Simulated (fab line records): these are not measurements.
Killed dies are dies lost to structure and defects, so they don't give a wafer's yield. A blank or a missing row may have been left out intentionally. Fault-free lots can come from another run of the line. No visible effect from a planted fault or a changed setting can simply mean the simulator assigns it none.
The tool behind it: which one? | flow sky130 | 12 lots with 36 wafers sampled at 5 steps, on a route of 708 steps

== WHAT THE GAUGES SHOWED, per wafer ==
SKY_PWDE_TW_MEAS_10.
lot  | measured    | on           | PWDE_TW
L127 | day 3 23:39 | filmMetro-02 | 368 369 368
L129 | day 4 05:14 | filmMetro-04 | 377 374 375
L131 | day 4 15:14 | filmMetro-03 | 373 375 371
L132 | day 5 00:16 | filmMetro-03 | 371 371 369
L133 | day 5 05:53 | filmMetro-03 | 372 371 372
L135 | day 5 16:05 | filmMetro-02 | 367 368 366
L137 | day 6 08:13 | filmMetro-03 | 374 373 373
L138 | day 6 09:31 | filmMetro-02 | 365 365 366
L140 | day 6 21:14 | filmMetro-03 | 373 376 373
L147 | day 8 13:10 | filmMetro-02 | 367 370 368
L148 | day 8 17:29 | filmMetro-04 | 373 376 374
L149 | day 9 00:48 | filmMetro-04 | 376 377 377

SKY_VT_ADJUST_HVTR_OVL_MEAS_08.
lot  | measured     | on         | VT_ADJUST_HVTR_OVL (nm)
L127 | day 9 16:06  | overlay-02 | -0.8 -0.1 -0.6
L129 | day 9 22:19  | overlay-01 | 1.1 1.1 0.4
L131 | day 10 09:55 | overlay-01 | 0.6 -0.5 1.6
L132 | day 10 23:35 | overlay-02 | -2.7 -0.4 -1.0
L133 | day 11 06:42 | overlay-01 | 0.7 1.5 0.9
L135 | day 11 21:01 | overlay-01 | -2.8 -2.6 -2.8
L137 | day 12 17:02 | overlay-02 | -0.7 0.4 0.2
L138 | day 12 17:38 | overlay-02 | -0.9 -1.1 -1.3
L140 | day 13 11:39 | overlay-02 | -1.2 -0.7 0.3
L147 | day 15 14:46 | overlay-01 | -190.8 -190.5 -192.2
L148 | day 15 22:58 | overlay-02 | -193.7 -192.5 -191.4
L149 | day 16 05:49 | overlay-01 | -193.4 -193.5 -195.2

== EACH LOT AND THE TOOL THAT RAN IT (in order: tool; ch and the chambers of the sampled wafers; start) ==
lot  | SKY_FIELD_ISO_CMP_27         | SKY_NWELL_STRIP_25                  | SKY_VT_ADJUST_HVTR_EXPOSE_04
L127 | cmp-02 ch 1,2,3, day 2 09:48 | plasmaAsher-03 ch 0,1, day 5 10:38  | ilineStepper-01 ch 0, day 9 05:24
L129 | cmp-02 ch 0,3, day 2 19:15   | plasmaAsher-04 ch 0,1, day 5 16:25  | ilineStepper-01 ch 0, day 9 11:16
L131 | cmp-01 ch 0,2,3, day 3 05:14 | plasmaAsher-04 ch 0,1, day 6 02:49  | ilineStepper-02 ch 0, day 9 22:49
L132 | cmp-01 ch 1,3, day 3 10:51   | plasmaAsher-03 ch 0,1, day 6 13:55  | ilineStepper-01 ch 0, day 10 12:00
L133 | cmp-01 ch 0,1, day 3 17:35   | plasmaAsher-01 ch 0,1, day 6 19:22  | ilineStepper-01 ch 0, day 10 19:07
L135 | cmp-02 ch 0,1,2, day 4 02:40 | plasmaAsher-01 ch 0,1, day 7 06:10  | ilineStepper-01 ch 0, day 11 09:23
L137 | cmp-01 ch 1,2, day 4 13:53   | plasmaAsher-04 ch 1, day 8 00:05    | ilineStepper-01 ch 0, day 12 05:17
L138 | cmp-01 ch 0,2,3, day 4 19:34 | plasmaAsher-03 ch 0,1, day 8 00:55  | ilineStepper-01 ch 0, day 12 05:53
L140 | cmp-01 ch 0,1,3, day 5 05:02 | plasmaAsher-04 ch 0,1, day 8 14:16  | ilineStepper-01 ch 0, day 12 22:40
L147 | cmp-01 ch 0,1,3, day 6 17:48 | plasmaAsher-01 ch 0,1, day 10 09:01 | ilineStepper-01 ch 0, day 15 01:43
L148 | cmp-01 ch 2,3, day 6 21:21   | plasmaAsher-01 ch 0,1, day 10 15:16 | ilineStepper-01 ch 0, day 15 09:20
L149 | cmp-01 ch 0,2, day 7 05:33   | plasmaAsher-03 ch 0,1, day 10 22:01 | ilineStepper-01 ch 0, day 15 15:46
- SKY_FIELD_ISO_CMP_27: polishes, stops on Si3N4, t overpolish 16 s, target thk 457.8 nm.
- SKY_NWELL_STRIP_25: strips in O2/N2.
- SKY_VT_ADJUST_HVTR_EXPOSE_04: exposes mask HVTRM, target cd 380 nm.

== WHAT THE TOOLS THEMSELVES READ (means of the sampled wafers that have a number; where no wafer has one, the mark that the record gives instead) ==
SKY_FIELD_ISO_CMP_27.
lot  | tool   | motorCurrentA (A) | overpolishRunS (s) | timeToEndpointS (s)
L127 | cmp-02 | 12.5              | 16.002             | 113
L129 | cmp-02 | 13.0              | 16.002             | 112
L131 | cmp-01 | 11.4              | 15.994             | 108
L132 | cmp-01 | 12.3              | 15.996             | 111
L133 | cmp-01 | 11.4              | 16.008             | 110
L135 | cmp-02 | 13.3              | 15.998             | 109
L137 | cmp-01 | 12.0              | 16.004             | 114
L138 | cmp-01 | 11.9              | 15.993             | 112
L140 | cmp-01 | 11.7              | 16.000             | 114
L147 | cmp-01 | 12.1              | 15.998             | 115
L148 | cmp-01 | 12.3              | 15.992             | 116
L149 | cmp-01 | 11.0              | 16.011             | 116

SKY_NWELL_STRIP_25.
lot  | tool           | drypumpMotorCurrentA (A) | oesProductAu (a.u.) | stripTimeToEndpointS (s)
L127 | plasmaAsher-03 | 6.2                      | 0.724               | 37.03
L129 | plasmaAsher-04 | 5.1                      | 0.723               | 36.87
L131 | plasmaAsher-04 | 5.3                      | 0.723               | 36.97
L132 | plasmaAsher-03 | 6.2                      | 0.722               | 36.88
L133 | plasmaAsher-01 | 5.8                      | 0.723               | 36.96
L135 | plasmaAsher-01 | 5.8                      | 0.725               | 36.82
L137 | plasmaAsher-04 | 5.4                      | 0.722               | 36.91
L138 | plasmaAsher-03 | 6.2                      | 0.722               | 36.98
L140 | plasmaAsher-04 | 5.3                      | 0.719               | 36.71
L147 | plasmaAsher-01 | 5.8                      | 0.726               | 37.00
L148 | plasmaAsher-01 | 5.8                      | 0.720               | 37.00
L149 | plasmaAsher-03 | 6.2                      | 0.723               | 37.10

SKY_VT_ADJUST_HVTR_EXPOSE_04.
lot  | tool            | reticleTempC (C)
L127 | ilineStepper-01 | 22.89
L129 | ilineStepper-01 | 23.13
L131 | ilineStepper-02 | 23.04
L132 | ilineStepper-01 | 23.09
L133 | ilineStepper-01 | 23.02
L135 | ilineStepper-01 | 23.12
L137 | ilineStepper-01 | 22.89
L138 | ilineStepper-01 | 22.88
L140 | ilineStepper-01 | 22.96
L147 | ilineStepper-01 | 22.90
L148 | ilineStepper-01 | 23.01
L149 | ilineStepper-01 | 23.01

== THE ANSWER, worked out from the rows above alone ==
Rule: usual is defined by the lots themselves. Put in order of their means at a reading, lots are off if they are a third of the lots or fewer, leave a main group of 4 or more, and stand apart from it by a gap of 3 or more times the standard deviation of the main group's means; of several such gaps the widest counts. Not used: any main group whose means are identical at the precision the tables above print for the reading. A lot without any number at a reading at which 4 lots or more have one is off too. The other lots that the step has rows for count as sound. First the gauges in route order, then the tools' own readings, where a lot's mean is used as printed above. The first step at which some lot is off is used, and at that step the reading that is off furthest; a lot without a number counts as furthest.
Off: L147, L148, L149, at SKY_VT_ADJUST_HVTR_OVL_MEAS_08 (VT_ADJUST_HVTR_OVL). Main group: mean -0.4 nm, sd 1.1.
If a tool, at a process step before that reading, ran all the lots that are off and no sound lot after the first of them, it fits. Gauges at SKY_VT_ADJUST_HVTR_OVL_MEAS_08: tried the same way as those tools. 2 tools fit, cmp-01 at SKY_FIELD_ISO_CMP_27 and ilineStepper-01 at SKY_VT_ADJUST_HVTR_EXPOSE_04, so this cannot tell which one it is.

== WHAT THE SIMULATOR HAD PUT IN ==
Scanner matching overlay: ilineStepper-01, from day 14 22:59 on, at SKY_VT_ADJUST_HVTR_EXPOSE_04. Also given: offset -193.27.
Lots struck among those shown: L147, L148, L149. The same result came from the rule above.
